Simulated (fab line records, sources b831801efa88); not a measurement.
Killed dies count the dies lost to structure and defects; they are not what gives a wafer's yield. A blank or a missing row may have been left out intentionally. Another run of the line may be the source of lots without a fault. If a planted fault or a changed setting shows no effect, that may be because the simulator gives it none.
Comparing a struck lot with a sound one    flow sky130    42 steps out of a route of 708
Sound: wafers L774.3, L774.5, L774.6. Wafers struck: L779.2, L779.4, L779.6. The cause is given at the end.
For every step that has rows: the tool of each side, followed by ch and its chambers, followed by its first start. Under that, the readings that differ: sound wafers    struck wafers    difference of the means    sigmas: that difference in standard deviations of wafers without a fault.
alike: words and numbers the same on both sides, and readings whose means are apart by under 2 such deviations; not compared: readings that were withheld, readings missing a value for some wafer, numbers with overlapping values and no deviation given by the record, and bounds like >300 which may hide the same value.
The two part at a step that has a row with sigmas, a row that says differs or no value, or rows on one side only. When numbers do not overlap yet have no deviation, they are printed without sigmas and do not part them. A reading missing from all wafers of one side parts the sides only when that side holds two or more wafers.

SKY_NWELL_OVL_MEAS_10:
  sound on overlay-01, day 5 19:37; struck on overlay-01, day 7 00:55
  alike: NWELL_00_OVL
then, 3 steps without rows for these wafers: SKY_NWELL_IMPLANT_11; SKY_NWELL_IMPLANT_12; SKY_NWELL_IMPLANT_13.
SKY_NWELL_STRIP_14: strips in O2/N2.
  sound on plasmaAsher-02 ch 0,1, day 5 20:08; struck on plasmaAsher-02 ch 0,1, day 7 01:24
  alike: drypumpMotorCurrentA, oesProductAu, stripTimeToEndpointS
  not compared: rfHoursCounterH
SKY_NWELL_TW_MEAS_15:
  sound on filmMetro-01, day 5 20:13; struck on filmMetro-04, day 7 01:31
  alike: NWELL_TW
then, 6 steps without rows for these wafers: SKY_NWELL_DEHYDRATE_16 (time 60 s); SKY_NWELL_HMDS_17 (prime time 60 s); SKY_NWELL_COAT_18 (resist thk 3000 nm); SKY_NWELL_SOFTBAKE_19; SKY_NWELL_EXPOSE_20 (exposes mask NWM COMPLEMENT, target cd 840 nm); SKY_NWELL_PEB_21.
SKY_NWELL_DEVELOP_22: develop time 60 s.
  sound on lithoTrack-03 ch 0, day 6 14:00; struck on lithoTrack-04 ch 0, day 7 20:00
SKY_NWELL_OVL_MEAS_23:
  sound on overlay-01, day 6 14:08; struck on overlay-01, day 7 20:22
  alike: NWELL_01_OVL
after that, 1 step had no rows for these wafers: SKY_NWELL_IMPLANT_24.
SKY_NWELL_STRIP_25: strips in O2/N2.
  sound on plasmaAsher-03 ch 0,1, day 6 14:21; struck on plasmaAsher-02 ch 0, day 7 20:33
  alike: drypumpMotorCurrentA, oesProductAu, stripTimeToEndpointS
  not compared: rfHoursCounterH
SKY_NWELL_TW_MEAS_26:
  sound on filmMetro-03, day 6 14:26; struck on filmMetro-04, day 7 20:40
  alike: NWELL_2_TW
then, 1 step without rows for these wafers: SKY_NWELL_CLEAN_27 (cleans in SC1/SC2, time 150 s).
SKY_NWELL_RTA_28: time 30 s.
  sound on rtpAnneal-01 ch 0, day 6 14:34; struck on rtpAnneal-02 ch 0, day 7 20:47
  alike: lampPowerPct, wafer_temp_C_max
SKY_NWELL_RS_MEAS_29: measurement is done with a four-point probe.
  sound on filmMetro-03, day 6 14:40; struck on filmMetro-03, day 7 20:53
  alike: NWELL_RS
SKY_NWELL_RS_MEAS_31: measurement is done with a four-point probe.
  sound on filmMetro-03, day 6 14:55; struck on filmMetro-03, day 7 21:07
  alike: PWDE_RS
then, 7 steps without rows for these wafers: SKY_VT_ADJUST_HVTP_DEHYDRATE_00 (time 60 s); SKY_VT_ADJUST_HVTP_HMDS_01 (prime time 60 s); SKY_VT_ADJUST_HVTP_COAT_02 (resist thk 1140 nm); SKY_VT_ADJUST_HVTP_SOFTBAKE_03 (time 60 s); SKY_VT_ADJUST_HVTP_EXPOSE_04 (exposes mask HVTPM, target cd 380 nm); SKY_VT_ADJUST_HVTP_PEB_05; SKY_VT_ADJUST_HVTP_DEVELOP_06 (develop time 60 s).
SKY_VT_ADJUST_HVTP_CD_MEAS_07 targets a cd of 380 nm.
  sound on cdSem-02, day 7 09:39; struck on cdSem-01, day 8 16:37
  alike: cdNm
SKY_VT_ADJUST_HVTP_OVL_MEAS_08:
  sound on overlay-02, day 7 09:45; struck on overlay-02, day 8 16:44
  alike: VT_ADJUST_HVTP_OVL
after that, 1 step had no rows for these wafers: SKY_VT_ADJUST_HVTP_IMPLANT_09.
SKY_VT_ADJUST_HVTP_STRIP_10: strips in O2/N2.
  sound on plasmaAsher-04 ch 0,1, day 7 09:57; struck on plasmaAsher-02 ch 0,1, day 8 16:55
  alike: drypumpMotorCurrentA, oesProductAu, stripTimeToEndpointS
  not compared: rfHoursCounterH
SKY_VT_ADJUST_HVTP_TW_MEAS_11:
  sound on filmMetro-02, day 7 10:02; struck on filmMetro-04, day 8 17:01
  alike: VT_ADJUST_HVTP_TW
then, 7 steps without rows for these wafers: SKY_VT_ADJUST_LVTN_DEHYDRATE_00 (time 60 s); SKY_VT_ADJUST_LVTN_HMDS_01 (prime time 60 s); SKY_VT_ADJUST_LVTN_COAT_02 (resist thk 3000 nm); SKY_VT_ADJUST_LVTN_SOFTBAKE_03; SKY_VT_ADJUST_LVTN_EXPOSE_04 (exposes mask NWM COMPLEMENT LESS NATIVE, target cd 840 nm); SKY_VT_ADJUST_LVTN_PEB_05; SKY_VT_ADJUST_LVTN_DEVELOP_06 (develop time 60 s).
SKY_VT_ADJUST_LVTN_OVL_MEAS_07:
  sound on overlay-02, day 8 05:07; struck on overlay-01, day 9 14:22
  alike: VT_ADJUST_LVTN_OVL
-- here the record skips 39 days between the struck wafers' starts before and after, leaving off in module VT_ADJUST_LVTN and picking up in module PAD_OPEN (first step shown: number 708 of the route) --
SKY_PAD_OPEN_PROBE_99:
  sound on prober-02, day 47 02:44; struck on prober-01, day 48 09:51
reading                               sound           struck          difference  sigmas
model.etest.resIsoPwell.widthNm (nm)  2665 2657 2663  2638 2632 2644  -24         
  alike: killed_at_M0_to_M3, killed_at_M4_up, killedAtContacts, killedAtFrontEnd, killedAtOther, killedDies, killedOpen, killedShort

== WHERE THEY PART ==
Nowhere in this record.

WHY: whatever the simulator had introduced
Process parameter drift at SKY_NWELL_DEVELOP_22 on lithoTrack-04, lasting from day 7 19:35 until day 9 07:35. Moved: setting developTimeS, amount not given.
